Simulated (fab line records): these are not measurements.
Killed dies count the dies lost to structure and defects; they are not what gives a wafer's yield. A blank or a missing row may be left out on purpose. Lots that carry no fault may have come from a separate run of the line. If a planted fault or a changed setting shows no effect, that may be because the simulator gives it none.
Check for tools in common	flow sky130	12 lots, 36 wafers sampled

## WHY IT WAS OPENED
SKY_FIELD_ISO_THK_MEAS_23, reading FIELD_ISO_OXIDATION_01_THK: flagged on 3 of 12 lots. Fault-free wafers read 9.93 nm, with a standard deviation of 0.2.
Rule: a lot is flagged in two cases, either no wafer of it has a number, or all its wafers with numbers fall more than 4 standard deviations from that mean. The rest of the lots are taken to be sound.

lot	measured	on	FIELD_ISO_OXIDATION_01_THK (nm), wafer by wafer	flag
L228	day 2 07:55	film-metro-02	9.96 10.03 9.92	
L231	day 2 23:25	film-metro-02	9.72 9.93 9.97	
L234	day 3 15:37	film-metro-02	14.62 14.35 14.43	FLAGGED
L236	day 3 22:52	film-metro-03	14.78 14.99 14.86	FLAGGED
L238	day 4 10:59	film-metro-02	14.37 14.43 14.44	FLAGGED
L239	day 4 16:24	film-metro-03	9.72 9.74 9.69	
L240	day 6 04:19	film-metro-03	9.90 10.13 9.94	
L242	day 6 04:19	film-metro-04	9.83 9.83 10.06	
L241	day 6 04:20	film-metro-02	10.17 10.12 10.19	
L244	day 6 04:22	film-metro-03	10.16 9.96 10.09	
L248	day 6 15:25	film-metro-02	9.83 10.03 9.93	
L251	day 7 09:32	film-metro-02	9.84 10.17 10.13	
On average the flagged lots' numbers are 14.59 nm, which is +4.66 nm against the usual, or +23 standard deviations.

## EACH LOT AND THE TOOL IT RAN ON
The record holds 1 process step before the reading, out of a route of 708 steps. In each cell: the tool, then ch and the chambers that the sampled wafers went through, then the start.
lot	flag	SKY_FIELD_ISO_OXIDATION_22
L228		furnace-02 ch 0, day 2 06:45
L231		furnace-02 ch 0, day 2 22:15
L234	FLAGGED	furnace-02 ch 0, day 3 14:27
L236	FLAGGED	furnace-02 ch 0, day 3 21:42
L238	FLAGGED	furnace-02 ch 0, day 4 09:49
L239		furnace-01 ch 0, day 4 15:13
L240		furnace-01 ch 0, day 6 03:08
L242		furnace-01 ch 0, day 6 03:08
L241		furnace-01 ch 0, day 6 03:08
L244		furnace-01 ch 0, day 6 03:08
L248		furnace-01 ch 0, day 6 14:14
L251		furnace-01 ch 0, day 7 08:20
What is done by these steps:
- SKY_FIELD_ISO_OXIDATION_22: stabilise 600 s, purge 300 s, target thk 10 nm.
- SKY_FIELD_ISO_THK_MEAS_23

## FLAGGED AGAINST TOTAL, ONE TOOL AT A TIME (gauges that did the reading follow at the end)
step	tool	lots run	flagged	share of the flagged lots	sound lots run after its first flagged lot
SKY_FIELD_ISO_OXIDATION_22	furnace-01	7	0	none	-
SKY_FIELD_ISO_OXIDATION_22	furnace-02	5	3	all	0
SKY_FIELD_ISO_THK_MEAS_23	film-metro-02	7	2	some	3 (L241,L248,L251)
SKY_FIELD_ISO_THK_MEAS_23	film-metro-03	4	1	some	3 (L239,L240,L244)
SKY_FIELD_ISO_THK_MEAS_23	film-metro-04	1	0	none	-

## WHAT IS ALLOWED BY THE TABLE
1 row of the table ran every flagged lot: furnace-02 at SKY_FIELD_ISO_OXIDATION_22.
- furnace-02 at SKY_FIELD_ISO_OXIDATION_22 ran 5 lots, 3 of them flagged. Its last sound lot is L231 (day 2 22:15), its first flagged lot L234 (day 3 14:27): a fault that began between those two fits. Its own readings (spike-tc-bottom-C, spike-tc-centre-C, spike-tc-lower-C, spike-tc-top-C, spike-tc-upper-C, tube-center-temp-C, tube_center_temp_C_max) fall more than 4 standard deviations out on all wafers of the flagged lots.
furnace-02 at SKY_FIELD_ISO_OXIDATION_22 is the single tool remaining.

## WHAT WAS PUT IN BY THE SIMULATOR
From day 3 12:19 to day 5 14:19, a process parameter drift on furnace-02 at SKY_FIELD_ISO_OXIDATION_22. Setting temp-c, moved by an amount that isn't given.
Struck lots among those shown: L234, L236, L238. The rule above reached the same finding.
